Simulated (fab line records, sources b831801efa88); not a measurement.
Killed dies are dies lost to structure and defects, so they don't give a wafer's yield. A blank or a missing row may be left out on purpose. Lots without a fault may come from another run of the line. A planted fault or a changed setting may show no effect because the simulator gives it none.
fab line records | flow sky130
record lots=5 wafers=15 last_day=50
route steps=708 shown RES_XHIGH@336 SD_N@342 PAD_OPEN@708
lots that met no fault: from a run of the same line without faults
start_h: hours from the record's first day to the start of the lot's first wafer shown | wait_h: hours since the lot's step before | " the same as in the row above | L1.1+2: a row that stands for several wafers | - no value, or no start given | * or withheld: withheld | < > ~ a bound
route shown NAME@n: a module of which the file shows steps, and the number in the route of the first | usual: mean/standard deviation of fault-free wafers | same: alike in all rows | chamber/n: place in a boat | sites: the reading at each site | _std_site: their standard deviation | _edge_site: outer sites' mean less inner sites' | radius_mm: how far each site lies from the wafer's centre | mask NAME#n: copy n | behind: the tool/chamber that last shaped the wafer | hold: why the lot was held/for how many hours/how that ended | device: the transistor (n, p or np) that didn't switch | end of line: the same wafers' tests at the end of the route | a step without rows: its recipe alone | killed: dies lost to structure and defects at the first sort, not the wafer's yield | map: a wafer's dies, x killed, . not, _ none there
set.NAME: the setting as run; set.NAME@STEP: as run at that earlier step | model.NAME: the simulator's own value behind a step, which no gauge read
lots at some steps of the route; a table a step, a row a wafer
services: from which hour (start_h, from the record's first day; less than 0 if before it) a tool's chamber was out of use, for how many hours, and why
## steps
# step SKY_RES_XHIGH_EXPOSE_04
# recipe mask_id=URPM na=0.6 source_shape=conventional sigma_outer=0.6 polarization=unpolarized target_cd_nm=1270 dose_mj=140
# step SKY_RES_XHIGH_PEB_05
# recipe temp_c=withheld time_s=* resist=NOVOLAK
# step SKY_RES_XHIGH_DEVELOP_06
# recipe resist=NOVOLAK developer=TMAH develop_time_s=60 dev_temp_c=23
# step SKY_RES_XHIGH_IMPLANT_07
# recipe species=BF2 energy_kev=20 dose_cm2=3.6e+14 tilt_deg=0
# step SKY_RES_XHIGH_STRIP_08
# recipe chemistry=O2/N2 power_w=1400 pressure_mtorr=1500 platen_temp_c=withheld o2_flow_sccm=3000 n2_flow_sccm=300 overash_fraction=0.5
# usual drypump_motor_current_A=5.7/0.47 oes_product_au=0.711/0.0045 strip_time_to_endpoint_s=14.28/0.037
# columns lot.wafer tool chamber start_h wait_h drypump_motor_current_A oes_product_au rf_hours_counter_h strip_time_to_endpoint_s
L302.1 plasma_asher-02 0 615.06 0.1 6.5 0.707 44 14.22
L302.3 " 0 " " 6.4 0.712 - 14.22
L302.5 " 1 " " 6.0 0.719 - 14.22
L304.3 plasma_asher-03 1 634.73 0.1 5.4 0.708 - 14.21
L304.5 " 0 " " 5.4 0.699 - 14.23
L304.6 " 1 " " 5.4 0.713 - 14.23
L316.1 plasma_asher-01 0 736.70 0.1 5.7 0.714 97 14.31
L316.4 " 1 " " 5.0 0.712 - 14.28
L316.5 " 1 " " 5.0 0.710 - 14.34
L319.1 plasma_asher-03 0 753.96 0.1 5.4 0.708 1 14.23
L319.2 " 1 " " 5.3 0.715 1 14.27
L319.4 " 0 " " 5.4 0.716 - 14.27
L322.2 plasma_asher-03 0 795.50 0.1 5.4 0.714 5 14.24
L322.3 " 1 " " 5.4 0.713 - 14.22
L322.6 " 0 " " 5.4 0.715 - 14.22
# step SKY_RES_XHIGH_TW_MEAS_09
# usual RES_XHIGH_TW=1644/20
# columns lot.wafer tool chamber start_h wait_h RES_XHIGH_TW
L302.1 film_metro-04 - 615.16 0.1 1633
L302.3 " - " " 1635
L302.5 " - " " 1641
L304.3 film_metro-04 - 634.82 0.1 1623
L304.5 " - " " 1634
L304.6 " - " " 1627
L316.1 film_metro-04 - 736.80 0.1 1629
L316.4 " - " " 1637
L316.5 " - " " 1623
L319.1 film_metro-04 - 754.06 0.1 1627
L319.2 " - " " 1629
L319.4 " - " " 1621
L322.2 film_metro-02 - 795.61 0.1 1629
L322.3 " - " " 1639
L322.6 " - " " 1643
# step SKY_SD_N_DEHYDRATE_00
# recipe temp_c=200 time_s=60
# step SKY_SD_N_HMDS_01
# recipe prime_time_s=60 prime_temp_c=120
# step SKY_SD_N_COAT_02
# recipe resist=NOVOLAK spin_rpm=3000 resist_thk_nm=1140
# step SKY_SD_N_SOFTBAKE_03
# recipe temp_c=90 time_s=60 resist=NOVOLAK
# step SKY_SD_N_EXPOSE_04
# recipe mask_id=NSDM na=0.6 source_shape=conventional sigma_outer=0.6 polarization=unpolarized target_cd_nm=380 dose_mj=141
# step SKY_SD_N_PEB_05
# recipe temp_c=withheld time_s=* resist=NOVOLAK
# step SKY_SD_N_DEVELOP_06
# recipe resist=NOVOLAK developer=TMAH develop_time_s=60 dev_temp_c=23
# columns lot.wafer tool chamber start_h wait_h
L302.1+3+5 litho_track-04 0 643.29 0.1
L304.3+5+6 litho_track-02 0 662.87 0.1
L316.1+4+5 litho_track-04 0 762.49 0.1
L319.1+2+4 litho_track-03 0 780.71 0.1
L322.2+3+6 litho_track-03 0 821.09 0.1
# step SKY_SD_N_CD_MEAS_07
# recipe target_cd_nm=380
# usual cd_nm=380.1/2.2
# columns lot.wafer tool chamber start_h wait_h hold cd_nm
L302.1 cd_sem-02 - 643.44 0.1 - 380.5
L302.3 " - " " - 382.2
L302.5 " - " " - 383.4
L304.3 cd_sem-01 - 663.01 0.1 - 380.5
L304.5 " - " " - 381.1
L304.6 " - " " - 378.7
L316.1 cd_sem-02 - 762.64 0.1 await_dispo/0.2h/release 370.3
L316.4 " - " " await_dispo/0.2h/release 370.9
L316.5 " - " " await_dispo/0.2h/release 370.4
L316.1 cd_sem-02 - 762.93 0.3 - 370.3
L316.4 " - " " - 371.2
L316.5 " - " " - 370.4
L319.1 cd_sem-02 - 780.86 0.1 - 382.2
L319.2 " - " " - 380.3
L319.4 " - " " - 380.3
L322.2 cd_sem-01 - 821.23 0.1 - 379.9
L322.3 " - " " - 381.1
L322.6 " - " " - 380.3
# step SKY_SD_N_OVL_MEAS_08
# usual SD_N_OVL=-0.1/1.6
# columns lot.wafer tool chamber start_h wait_h hold SD_N_OVL[nm]
L302.1 overlay-02 - 643.56 0.1 - -3.1
L302.3 " - " " - -1.0
L302.5 " - " " - -0.7
L304.3 overlay-02 - 663.10 0.1 - -1.1
L304.5 " - " " - -2.1
L304.6 " - " " - -2.0
L316.1 overlay-02 - 766.40 3.5 await_dispo/3.3h/release -1.0
L316.4 " - " " await_dispo/3.3h/release 0.6
L316.5 " - " " await_dispo/3.3h/release 0.7
L319.1 overlay-02 - 780.98 0.1 - -2.2
L319.2 " - " " - -1.3
L319.4 " - " " - -1.0
L322.2 overlay-02 - 821.34 0.1 - -0.2
L322.3 " - " " - 0.3
L322.6 " - " " - 1.1
# step SKY_PAD_OPEN_PROBE_99
# usual killed_at_M0_to_M3=44/6.9 killed_at_M4_up=3.0/1.5 killed_at_contacts=24/5.2 killed_at_front_end=15/4.1 killed_at_other=0.4/0.62 killed_dies=87/9.6 killed_open=47/7 killed_short=40/6.2
# same gross_dies=492 killed_at_back_side=0
# columns lot.wafer tool chamber start_h wait_h killed_at_M0_to_M3 killed_at_M4_up killed_at_contacts killed_at_front_end killed_at_other killed_dies killed_open killed_short
L322.2 prober-02 - 1193.06 0.1 47 2 26 11 1 87 50 37
L322.3 prober-02 - 1193.11 0.2 43 2 22 17 0 84 53 31
L322.6 prober-02 - 1193.26 0.2 49 3 25 13 0 90 48 42
# killed by level:class
L322.2 VIA3:geometric_particle:open=12 VIA1:geometric_particle:open=10 CONTACT:geometric_particle:open=9 LI_CONTACT:geometric_particle:open=7 METAL2:geometric_particle:short=7 LOCAL_INTERCONNECT:geometric_particle:short=5 VIA2:geometric_particle:open=4 METAL3:geometric_particle:short=4
L322.3 VIA1:geometric_particle:open=14 CONTACT:geometric_particle:open=7 LI_CONTACT:geometric_particle:open=6 METAL1:geometric_particle:short=5 VIA2:geometric_particle:open=5 POLY_GATE:geometric_particle:short=4 VIA1:geometric_particle:short=4 METAL2:geometric_particle:open=4
L322.6 VIA1:geometric_particle:open=15 CONTACT:geometric_particle:short=9 LI_CONTACT:geometric_particle:open=7 METAL2:geometric_particle:short=7 CONTACT:geometric_particle:open=6 VIA1:geometric_particle:short=6 VIA2:geometric_particle:open=6 METAL3:geometric_particle:short=5
## services
# columns tool chamber start_h hours kind
plasma_asher-01 - 591.89 2.8 pm
plasma_asher-02 - 673.16 2.3 repair
plasma_asher-02 - 687.32 2.1 repair
plasma_asher-03 - 733.75 9.0 pm
plasma_asher-03 0 733.75 9.0 vent_cycle
plasma_asher-03 1 733.75 9.0 vent_cycle
litho_track-02 - 736.95 - consumable_replace:filter
plasma_asher-03 0 742.75 - clean
plasma_asher-03 1 742.75 - clean
litho_track-04 - 782.85 - consumable_replace:filter
plasma_asher-01 - 819.21 1.2 repair
## key
first_sign step=SKY_SD_N_CD_MEAS_07 reading=visit direction=added
effect step=SKY_SD_N_CD_MEAS_07 reading=cd_nm direction=down sigmas=4.4 usual=380.1 struck=370.5
met_at SKY_SD_N_DEVELOP_06
struck_wafers L316.1,L316.4,L316.5
tester_left_out L316
onset_between 643.29 762.49
also_fits SKY_RES_XHIGH_STRIP_08:plasma_asher-01
fault kind=process_parameter_drift tool=litho_track-04 chamber=- onset_h=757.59 steps=SKY_SD_N_DEVELOP_06 channel=develop_time_s offset=* shape=step end_h=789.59 acts_in=* stated=*
# tester_left_out: of these lots the tester's yield and bins aren't shown, on N5 and GAA mostly nor the transistor test; their killed dies are dies lost to structure and defects alone, not to doping, threshold or leakage, so they don't give the yield
